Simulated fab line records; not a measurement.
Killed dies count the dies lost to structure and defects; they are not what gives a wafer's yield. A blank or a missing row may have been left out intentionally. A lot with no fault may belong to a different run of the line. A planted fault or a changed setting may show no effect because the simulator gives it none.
Check of tool commonality / flow gf180mcu / 13 lots, 39 wafers sampled

## WHAT PROMPTED THE OPENING
Of 13 lots, 2 have the reading MVPSD_RS flagged at GF_VT_IMPLANT_RS_MEAS_49. Fault-free wafers read 1169 ohm/sq, with a standard deviation of 3.5.
Rule: a lot is flagged in two cases, either no wafer of it has a number, or all its wafers with numbers fall more than 4 standard deviations from that mean. The rest of the lots are taken to be sound.

lot=L205; measured=day 7 20:00; on=film_metro-02; MVPSD_RS (ohm/sq), wafer by wafer=1173 1174 1172; flag=
lot=L206; measured=day 8 00:23; on=film_metro-03; MVPSD_RS (ohm/sq), wafer by wafer=1161 1161 1157; flag=
lot=L207; measured=day 8 05:22; on=film_metro-03; MVPSD_RS (ohm/sq), wafer by wafer=1165 1171 1169; flag=
lot=L208; measured=day 8 13:29; on=film_metro-02; MVPSD_RS (ohm/sq), wafer by wafer=1168 1165 1165; flag=
lot=L209; measured=day 8 18:34; on=film_metro-04; MVPSD_RS (ohm/sq), wafer by wafer=1174 1170 1170; flag=
lot=L211; measured=day 9 06:08; on=film_metro-04; MVPSD_RS (ohm/sq), wafer by wafer=1222 1227 1224; flag=FLAGGED
lot=L212; measured=day 9 15:06; on=film_metro-04; MVPSD_RS (ohm/sq), wafer by wafer=1225 1226 1226; flag=FLAGGED
lot=L221; measured=day 12 04:34; on=film_metro-04; MVPSD_RS (ohm/sq), wafer by wafer=1170 1172 1168; flag=
lot=L222; measured=day 12 13:56; on=film_metro-03; MVPSD_RS (ohm/sq), wafer by wafer=1164 1161 1164; flag=
lot=L223; measured=day 12 20:40; on=film_metro-02; MVPSD_RS (ohm/sq), wafer by wafer=1165 1170 1167; flag=
lot=L224; measured=day 13 08:56; on=film_metro-02; MVPSD_RS (ohm/sq), wafer by wafer=1176 1178 1175; flag=
lot=L226; measured=day 14 03:04; on=film_metro-03; MVPSD_RS (ohm/sq), wafer by wafer=1164 1168 1169; flag=
lot=L227; measured=day 14 15:37; on=film_metro-02; MVPSD_RS (ohm/sq), wafer by wafer=1171 1169 1169; flag=
Average over the flagged lots: 1225 ohm/sq; offset from the usual +56 ohm/sq, equal to +16 standard deviations.

## LOT BY LOT: THE TOOL USED
The record keeps 1 process step preceding the reading, out of 602 steps on the route. Read each cell as the tool, then ch plus the chambers that the sampled wafers visited, then the start.
lot=L205; flag=; GF_MVPSD_IMPLANT_08=implanter-01 ch 0, day 5 08:29
lot=L206; flag=; GF_MVPSD_IMPLANT_08=implanter-03 ch 0, day 5 12:32
lot=L207; flag=; GF_MVPSD_IMPLANT_08=implanter-01 ch 0, day 5 17:37
lot=L208; flag=; GF_MVPSD_IMPLANT_08=implanter-03 ch 0, day 6 00:53
lot=L209; flag=; GF_MVPSD_IMPLANT_08=implanter-03 ch 0, day 6 04:32
lot=L211; flag=FLAGGED; GF_MVPSD_IMPLANT_08=implanter-03 ch 0, day 6 16:04
lot=L212; flag=FLAGGED; GF_MVPSD_IMPLANT_08=implanter-03 ch 0, day 6 23:52
lot=L221; flag=; GF_MVPSD_IMPLANT_08=implanter-01 ch 0, day 9 02:43
lot=L222; flag=; GF_MVPSD_IMPLANT_08=implanter-02 ch 0, day 9 12:14
lot=L223; flag=; GF_MVPSD_IMPLANT_08=implanter-02 ch 0, day 9 17:17
lot=L224; flag=; GF_MVPSD_IMPLANT_08=implanter-02 ch 0, day 10 03:55
lot=L226; flag=; GF_MVPSD_IMPLANT_08=implanter-03 ch 0, day 10 19:26
lot=L227; flag=; GF_MVPSD_IMPLANT_08=implanter-02 ch 0, day 11 08:14
What is done by these steps:
- GF_MVPSD_IMPLANT_08
- GF_VT_IMPLANT_RS_MEAS_49: measures by four-point-probe.

## FLAGGED OVER TOTAL, TOOL BY TOOL (the gauges that took the reading come last)
step=GF_MVPSD_IMPLANT_08; tool=implanter-01; lots run=3; flagged=0; share of the flagged lots=none; sound lots run after its first flagged lot=-
step=GF_MVPSD_IMPLANT_08; tool=implanter-02; lots run=4; flagged=0; share of the flagged lots=none; sound lots run after its first flagged lot=-
step=GF_MVPSD_IMPLANT_08; tool=implanter-03; lots run=6; flagged=2; share of the flagged lots=all; sound lots run after its first flagged lot=1 (L226)
step=GF_VT_IMPLANT_RS_MEAS_49; tool=film_metro-02; lots run=5; flagged=0; share of the flagged lots=none; sound lots run after its first flagged lot=-
step=GF_VT_IMPLANT_RS_MEAS_49; tool=film_metro-03; lots run=4; flagged=0; share of the flagged lots=none; sound lots run after its first flagged lot=-
step=GF_VT_IMPLANT_RS_MEAS_49; tool=film_metro-04; lots run=4; flagged=2; share of the flagged lots=all; sound lots run after its first flagged lot=1 (L221)

## WHAT THE TABLE PERMITS
Every flagged lot went through 2 rows of the table: implanter-03 at GF_MVPSD_IMPLANT_08 and film_metro-04 at GF_VT_IMPLANT_RS_MEAS_49.
- implanter-03 at GF_MVPSD_IMPLANT_08: 2 of its 6 lots flagged. Sound lots ran on it after the first flagged one (L226), which a lasting fault on the whole tool wouldn't allow.
- film_metro-04 at GF_VT_IMPLANT_RS_MEAS_49: 2 of its 4 lots flagged. Sound lots ran on it after the first flagged one (L221), which a lasting fault on the whole tool wouldn't allow.
None of the table's rows ran every flagged lot and, after the first, no sound lot.

## WHAT THE SIMULATOR HAD INSERTED
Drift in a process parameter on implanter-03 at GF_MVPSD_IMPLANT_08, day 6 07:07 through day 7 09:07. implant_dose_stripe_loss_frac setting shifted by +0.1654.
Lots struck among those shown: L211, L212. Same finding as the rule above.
